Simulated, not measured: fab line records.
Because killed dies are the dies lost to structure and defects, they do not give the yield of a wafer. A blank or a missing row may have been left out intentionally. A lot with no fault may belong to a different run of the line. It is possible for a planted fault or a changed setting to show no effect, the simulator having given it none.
fab line records -- flow sky130
record lots=11, wafers=33, last_day=50
route steps=708 shown LDD_P@257 LDD_HVN@276 LI_CONTACT@383
lots with no fault: from the same line, run without faults
start_h: hours from the record's opening day to when the first of the lot's shown wafers began -- wait_h: time in hours since the lot's previous step -- " as in the row above -- L1.1+2: one row covering several wafers at once -- - no value present, or no start provided -- * or withheld: withheld -- < > ~ a bound
route shown NAME@n: names a module that has steps shown in the file, with the first one's number in the route -- usual: the fault-free wafers' mean and standard deviation -- same: alike in all rows -- chamber/n: place in a boat -- sites: per-site readings -- _std_site: how widely they spread, as a standard deviation -- _edge_site: outer sites' mean less inner sites' -- radius_mm: for every site, how far away it sits from the centre of the wafer -- mask NAME#n: copy n -- behind: tool/chamber where the wafer was last shaped -- hold: why the lot was held/for how many hours/how that ended -- device: transistor that didn't switch, given as n, p or np -- end of line: at the end of the route, the tests of the same wafers -- for a step that has no rows: nothing shown but its recipe -- killed: the dies lost at the first sort to structure and to defects; this is not the yield of the wafer -- map: shows each die of a wafer: x if killed, . if not, _ if none is there
set.NAME: the setting the step ran with; set.NAME@STEP: the setting that earlier step ran with -- model.NAME: the simulator's own value behind a step, which no gauge read
steps of the route over a sample of lots; a table a step, a row a wafer
services: the hour from which a tool's chamber was out of use, counted from the record's first day as start_h (under 0 if before that day), plus the number of hours and why
## steps
# step SKY_LDD_P_COAT_02
# recipe resist=NOVOLAK, spin_rpm=3000, resist_thk_nm=1140
# usual spin_speed_rpm=3000.0/2.1
lot.wafer,tool,chamber,start_h,wait_h,spin_speed_rpm
L972.2,litho_track-04,0,457.60,0.1,3004.6
L972.3,litho_track-04,0,457.60,0.1,3002.0
L972.5,litho_track-04,0,457.60,0.1,3000.0
L976.3,litho_track-02,0,488.33,0.1,3000.7
L976.4,litho_track-02,0,488.33,0.1,2998.8
L976.6,litho_track-02,0,488.33,0.1,3001.2
L977.2,litho_track-04,0,498.70,0.1,3003.9
L977.3,litho_track-04,0,498.70,0.1,3001.0
L977.5,litho_track-04,0,498.70,0.1,2998.8
L979.1,litho_track-02,0,523.13,0.1,2999.2
L979.3,litho_track-02,0,523.13,0.1,2998.1
L979.5,litho_track-02,0,523.13,0.1,2997.1
L981.1,litho_track-02,0,533.18,0.1,2997.5
L981.3,litho_track-02,0,533.18,0.1,3000.0
L981.5,litho_track-02,0,533.18,0.1,2995.7
L983.2,litho_track-02,0,557.30,0.1,3299.8
L983.3,litho_track-02,0,557.30,0.1,3297.0
L983.4,litho_track-02,0,557.30,0.1,3296.0
L984.2,litho_track-02,0,558.90,0.1,3301.8
L984.5,litho_track-02,0,558.90,0.1,3296.5
L984.6,litho_track-02,0,558.90,0.1,3297.5
L985.1,litho_track-03,0,565.55,0.1,3001.5
L985.4,litho_track-03,0,565.55,0.1,2998.7
L985.5,litho_track-03,0,565.55,0.1,3000.9
L986.2,litho_track-02,0,570.50,0.1,3300.7
L986.4,litho_track-02,0,570.50,0.1,3296.2
L986.6,litho_track-02,0,570.50,0.1,3298.4
L989.2,litho_track-04,0,592.40,0.1,2996.6
L989.3,litho_track-04,0,592.40,0.1,2998.3
L989.5,litho_track-04,0,592.40,0.1,2997.5
L992.2,litho_track-03,0,612.23,0.1,2999.2
L992.3,litho_track-03,0,612.23,0.1,2999.7
L992.4,litho_track-03,0,612.23,0.1,2999.5
# step SKY_LDD_P_STRIP_10
# recipe chemistry=O2/N2, power_w=1400, pressure_mtorr=1500, platen_temp_c=withheld, o2_flow_sccm=3000, n2_flow_sccm=300, overash_fraction=0.5
# usual drypump_motor_current_A=5.8/0.42, n2_flow_sccm=300.1/0.81, oes_product_au=0.716/0.0049, strip_time_to_endpoint_s=14.18/0.04
lot.wafer,tool,chamber,start_h,wait_h,drypump_motor_current_A,n2_flow_sccm,oes_product_au,rf_hours_counter_h,strip_time_to_endpoint_s
L972.2,plasma_asher-01,1,473.79,0.1,5.4,299.2,0.715,76,14.17
L972.3,plasma_asher-01,0,473.79,0.1,6.4,300.1,0.716,-,14.17
L972.5,plasma_asher-01,0,473.79,0.1,6.4,300.3,0.717,-,14.19
L976.3,plasma_asher-01,0,504.44,0.1,6.4,299.2,0.717,-,14.21
L976.4,plasma_asher-01,1,504.44,0.1,5.4,300.6,0.719,-,14.20
L976.6,plasma_asher-01,0,504.44,0.1,6.4,300.4,0.712,-,14.15
L977.2,plasma_asher-04,0,514.08,0.1,6.0,300.5,0.717,32,14.16
L977.3,plasma_asher-04,1,514.08,0.1,5.7,299.8,0.718,-,14.13
L977.5,plasma_asher-04,1,514.08,0.1,5.7,299.7,0.711,-,14.16
L979.1,plasma_asher-04,0,538.46,0.1,6.0,300.6,0.714,35,14.22
L979.3,plasma_asher-04,0,538.46,0.1,5.9,300.2,0.718,-,14.20
L979.5,plasma_asher-04,1,538.46,0.1,5.7,299.2,0.703,-,14.19
L981.1,plasma_asher-04,1,548.58,0.1,5.6,300.8,0.713,35,14.23
L981.3,plasma_asher-04,0,548.58,0.1,6.0,298.8,0.710,-,14.21
L981.5,plasma_asher-04,0,548.58,0.1,6.0,299.3,0.712,-,14.21
L983.2,plasma_asher-03,1,573.09,0.1,6.0,299.2,0.721,79,13.58
L983.3,plasma_asher-03,0,573.09,0.1,5.1,300.6,0.709,-,13.63
L983.4,plasma_asher-03,1,573.09,0.1,6.0,299.3,0.717,-,13.62
L984.2,plasma_asher-03,0,574.61,0.1,5.1,300.3,0.719,79,13.54
L984.5,plasma_asher-03,0,574.61,0.1,5.1,299.7,0.709,-,13.59
L984.6,plasma_asher-03,1,574.61,0.1,6.0,301.0,0.715,-,13.58
L985.1,plasma_asher-04,0,581.26,0.1,6.0,299.5,0.720,39,14.25
L985.4,plasma_asher-04,0,581.26,0.1,6.0,298.7,0.715,-,14.23
L985.5,plasma_asher-04,1,581.26,0.1,5.7,299.9,0.718,-,14.22
L986.2,plasma_asher-03,0,586.49,0.1,5.0,300.8,0.720,80,13.56
L986.4,plasma_asher-03,1,586.49,0.1,6.0,300.8,0.726,-,13.50
L986.6,plasma_asher-03,0,586.49,0.1,5.1,301.1,0.711,-,13.57
L989.2,plasma_asher-01,0,607.96,0.1,6.3,299.8,0.719,88,14.10
L989.3,plasma_asher-01,0,607.96,0.1,6.4,299.6,0.709,-,14.10
L989.5,plasma_asher-01,0,607.96,0.1,6.3,300.2,0.709,-,14.17
L992.2,plasma_asher-01,0,627.81,0.1,6.3,299.6,0.713,90,14.19
L992.3,plasma_asher-01,1,627.81,0.1,5.4,300.5,0.719,-,14.16
L992.4,plasma_asher-01,0,627.81,0.1,6.3,300.3,0.716,-,14.22
# step SKY_LDD_HVN_STRIP_09
# recipe chemistry=O2/N2, power_w=1400, pressure_mtorr=1500, platen_temp_c=withheld, o2_flow_sccm=3000, n2_flow_sccm=300, overash_fraction=0.5
# usual drypump_motor_current_A=5.7/0.38, n2_flow_sccm=299.8/0.88, oes_product_au=0.408/0.0043, strip_time_to_endpoint_s=4.136/0.017
lot.wafer,tool,chamber,start_h,wait_h,drypump_motor_current_A,n2_flow_sccm,oes_product_au,rf_hours_counter_h,strip_time_to_endpoint_s
L972.2,plasma_asher-03,1,505.83,0.1,6.0,299.5,0.411,72,4.159
L972.3,plasma_asher-03,0,505.83,0.1,5.1,298.7,0.403,-,4.162
L972.5,plasma_asher-03,0,505.83,0.1,5.1,300.2,0.408,-,4.148
L976.3,plasma_asher-02,1,534.96,0.1,5.8,298.5,0.406,-,4.124
L976.4,plasma_asher-02,0,534.96,0.1,5.6,299.6,0.409,-,4.125
L976.6,plasma_asher-02,0,534.96,0.1,5.6,300.5,0.415,-,4.127
L977.2,plasma_asher-01,0,543.79,0.1,6.4,299.2,0.408,83,4.128
L977.3,plasma_asher-01,0,543.79,0.1,6.4,299.9,0.413,-,4.108
L977.5,plasma_asher-01,1,543.79,0.1,5.4,300.6,0.416,-,4.118
L979.1,plasma_asher-02,0,567.84,0.1,5.6,299.7,0.420,14,4.151
L979.3,plasma_asher-02,1,567.84,0.1,5.8,299.8,0.402,-,4.157
L979.5,plasma_asher-02,0,567.84,0.1,5.6,300.2,0.414,-,4.147
L981.1,plasma_asher-01,1,578.69,0.1,5.4,300.6,0.403,85,4.147
L981.3,plasma_asher-01,1,578.69,0.1,5.4,299.6,0.404,-,4.127
L981.5,plasma_asher-01,1,578.69,0.1,5.4,298.1,0.408,-,4.132
L983.2,plasma_asher-02,1,603.57,0.1,5.8,299.1,0.410,17,4.123
L983.3,plasma_asher-02,1,603.57,0.1,5.8,299.3,0.398,-,4.131
L983.4,plasma_asher-02,0,603.57,0.1,5.6,300.4,0.412,-,4.136
L984.2,plasma_asher-01,0,604.98,0.1,6.3,300.3,0.405,88,4.143
L984.5,plasma_asher-01,0,604.98,0.1,6.3,299.5,0.414,-,4.147
L984.6,plasma_asher-01,1,604.98,0.1,5.4,300.8,0.407,-,4.152
L985.1,plasma_asher-02,1,611.68,0.1,5.8,300.3,0.404,18,4.113
L985.4,plasma_asher-02,0,611.68,0.1,5.6,300.6,0.401,-,4.123
L985.5,plasma_asher-02,1,611.68,0.1,5.8,299.9,0.408,-,4.113
L986.2,plasma_asher-01,0,616.32,0.1,6.3,299.7,0.413,89,4.155
L986.4,plasma_asher-01,1,616.32,0.1,5.4,300.5,0.416,-,4.161
L986.6,plasma_asher-01,0,616.32,0.1,6.3,301.1,0.407,-,4.152
L989.2,plasma_asher-02,0,636.73,0.1,5.6,299.0,0.401,21,4.153
L989.3,plasma_asher-02,1,636.73,0.1,5.8,299.1,0.411,-,4.148
L989.5,plasma_asher-02,0,636.73,0.1,5.6,299.7,0.414,-,4.149
L992.2,plasma_asher-01,0,657.18,0.1,6.3,300.0,0.409,93,4.120
L992.3,plasma_asher-01,1,657.18,0.1,5.4,300.2,0.407,-,4.127
L992.4,plasma_asher-01,0,657.18,0.1,6.3,300.2,0.406,-,4.135
# step SKY_LI_CONTACT_CVD_21
# recipe material=W, target_thk_nm=400, time_s=120.56, temp_c=400, pressure_torr=40
# usual chamber_pressure_Torr=40.01/0.093, heater_power_w=964/60
lot.wafer,tool,chamber,start_h,wait_h,chamber_pressure_Torr,heater_power_w
L972.2,cvd_w-02,1,719.30,0.0,40.10,943
L972.3,cvd_w-02,0,719.30,0.0,39.96,1053
L972.5,cvd_w-02,1,719.30,0.0,39.97,972
L976.3,cvd_w-02,1,745.68,0.1,40.17,932
L976.4,cvd_w-02,0,745.68,0.1,40.03,1072
L976.6,cvd_w-02,0,745.68,0.1,39.86,1059
L977.2,cvd_w-01,1,752.59,0.0,39.96,946
L977.3,cvd_w-01,0,752.59,0.0,40.00,900
L977.5,cvd_w-01,1,752.59,0.0,40.11,953
L979.1,cvd_w-02,1,776.59,0.0,39.90,983
L979.3,cvd_w-02,1,776.59,0.0,39.93,956
L979.5,cvd_w-02,1,776.59,0.0,39.94,971
L981.1,cvd_w-01,1,784.61,0.0,40.13,935
L981.3,cvd_w-01,0,784.61,0.0,40.01,908
L981.5,cvd_w-01,0,784.61,0.0,40.12,899
L983.2,cvd_w-01,1,808.24,0.0,40.06,923
L983.3,cvd_w-01,0,808.24,0.0,39.97,909
L983.4,cvd_w-01,1,808.24,0.0,40.00,955
L984.2,cvd_w-02,0,813.92,0.0,39.89,1062
L984.5,cvd_w-02,1,813.92,0.0,40.04,963
L984.6,cvd_w-02,0,813.92,0.0,39.94,1062
L985.1,cvd_w-01,1,816.72,0.0,39.84,948
L985.4,cvd_w-01,0,816.72,0.0,40.01,869
L985.5,cvd_w-01,1,816.72,0.0,39.95,948
L986.2,cvd_w-02,1,820.37,0.0,40.04,970
L986.4,cvd_w-02,1,820.37,0.0,39.98,963
L986.6,cvd_w-02,1,820.37,0.0,39.98,960
L989.2,cvd_w-01,0,837.62,0.0,39.99,902
L989.3,cvd_w-01,1,837.62,0.0,40.03,942
L989.5,cvd_w-01,0,837.62,0.0,40.03,902
L992.2,cvd_w-02,1,856.08,0.0,40.13,968
L992.3,cvd_w-02,1,856.08,0.0,40.14,974
L992.4,cvd_w-02,0,856.08,0.0,39.83,1072
# step SKY_LI_CONTACT_RS_MEAS_22
# recipe thk_meas_gauge=four-point-probe, reads=W_of_LI_CONTACT_CVD_21+TiN_of_LI_CONTACT_SPUTTER_20+Ti_of_LI_CONTACT_SPUTTER_19
# usual LI_CONTACT_W_RS=0.285/0.0043
lot.wafer,tool,chamber,start_h,wait_h,LI_CONTACT_W_RS[ohm/sq]
L972.2,film_metro-04,-,719.44,0.1,0.289
L972.3,film_metro-04,-,719.44,0.1,0.283
L972.5,film_metro-04,-,719.44,0.1,0.288
L976.3,film_metro-04,-,745.80,0.1,0.292
L976.4,film_metro-04,-,745.80,0.1,0.279
L976.6,film_metro-04,-,745.80,0.1,0.277
L977.2,film_metro-04,-,752.74,0.1,0.281
L977.3,film_metro-04,-,752.74,0.1,0.287
L977.5,film_metro-04,-,752.74,0.1,0.283
L979.1,film_metro-01,-,776.72,0.1,0.286
L979.3,film_metro-01,-,776.72,0.1,0.286
L979.5,film_metro-01,-,776.72,0.1,0.285
L981.1,film_metro-01,-,784.74,0.1,0.285
L981.3,film_metro-01,-,784.74,0.1,0.287
L981.5,film_metro-01,-,784.74,0.1,0.287
L983.2,film_metro-04,-,808.39,0.1,0.288
L983.3,film_metro-04,-,808.39,0.1,0.288
L983.4,film_metro-04,-,808.39,0.1,0.290
L984.2,film_metro-01,-,814.06,0.1,0.283
L984.5,film_metro-01,-,814.06,0.1,0.289
L984.6,film_metro-01,-,814.06,0.1,0.281
L985.1,film_metro-01,-,816.84,0.1,0.282
L985.4,film_metro-01,-,816.84,0.1,0.283
L985.5,film_metro-01,-,816.84,0.1,0.282
L986.2,film_metro-01,-,820.51,0.1,0.286
L986.4,film_metro-01,-,820.51,0.1,0.289
L986.6,film_metro-01,-,820.51,0.1,0.287
L989.2,film_metro-01,-,837.76,0.1,0.285
L989.3,film_metro-01,-,837.76,0.1,0.283
L989.5,film_metro-01,-,837.76,0.1,0.285
L992.2,film_metro-01,-,856.22,0.1,0.290
L992.3,film_metro-01,-,856.22,0.1,0.290
L992.4,film_metro-01,-,856.22,0.1,0.278
## services
tool,chamber,start_h,hours,kind
plasma_asher-03,-,484.67,0.5,repair
cvd_w-02,-,505.78,2.8,pm
cvd_w-01,1,538.27,7.1,repair
litho_track-02,-,552.41,-,consumable_replace:filter
plasma_asher-01,-,573.90,4.4,repair
plasma_asher-01,-,587.94,4.5,repair
cvd_w-01,-,606.03,1.5,repair
cvd_w-02,-,607.60,0.6,repair
cvd_w-01,-,613.60,3.8,pm
litho_track-03,-,621.16,-,consumable_replace:filter
cvd_w-01,-,624.76,2.8,pm
cvd_w-01,0,648.83,1.4,repair
plasma_asher-01,-,710.02,0.7,repair
plasma_asher-01,-,733.75,9.0,pm
plasma_asher-01,0,733.75,9.0,vent_cycle
plasma_asher-01,1,733.75,9.0,vent_cycle
plasma_asher-01,0,742.75,-,clean
plasma_asher-01,1,742.75,-,clean
litho_track-04,-,748.46,-,consumable_replace:filter
plasma_asher-02,-,820.39,2.8,pm
cvd_w-01,0,821.22,2.2,repair
plasma_asher-02,-,833.43,4.2,repair
cvd_w-02,1,839.33,16.2,repair
## key
first_sign step=SKY_LDD_P_COAT_02, reading=spin_speed_rpm, direction=up, sigmas=99+, usual=3000.0, struck=3298.2
effect step=SKY_LDD_P_STRIP_10, reading=strip_time_to_endpoint_s, direction=down, sigmas=15, usual=*, struck=*
met_at SKY_LDD_P_COAT_02
struck_lots L983,L984,L986
tester_left_out L983,L984,L986
not_acting_at SKY_LDD_HVN_STRIP_09,SKY_LI_CONTACT_CVD_21,SKY_LI_CONTACT_RS_MEAS_22
onset_between 533.18 557.30
fault kind=process_parameter_drift, tool=litho_track-02, chamber=-, onset_h=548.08, steps=SKY_LDD_P_COAT_02, channel=spin_rpm, offset=297.86, shape=step, end_h=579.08, acts_in=these_recipes_only, stated=3000
# tester_left_out: of these lots the tester's yield and bins aren't shown, on N5 and GAA mostly nor the transistor test; their killed dies are dies lost to structure and defects alone, not to doping, threshold or leakage, so they don't give the yield
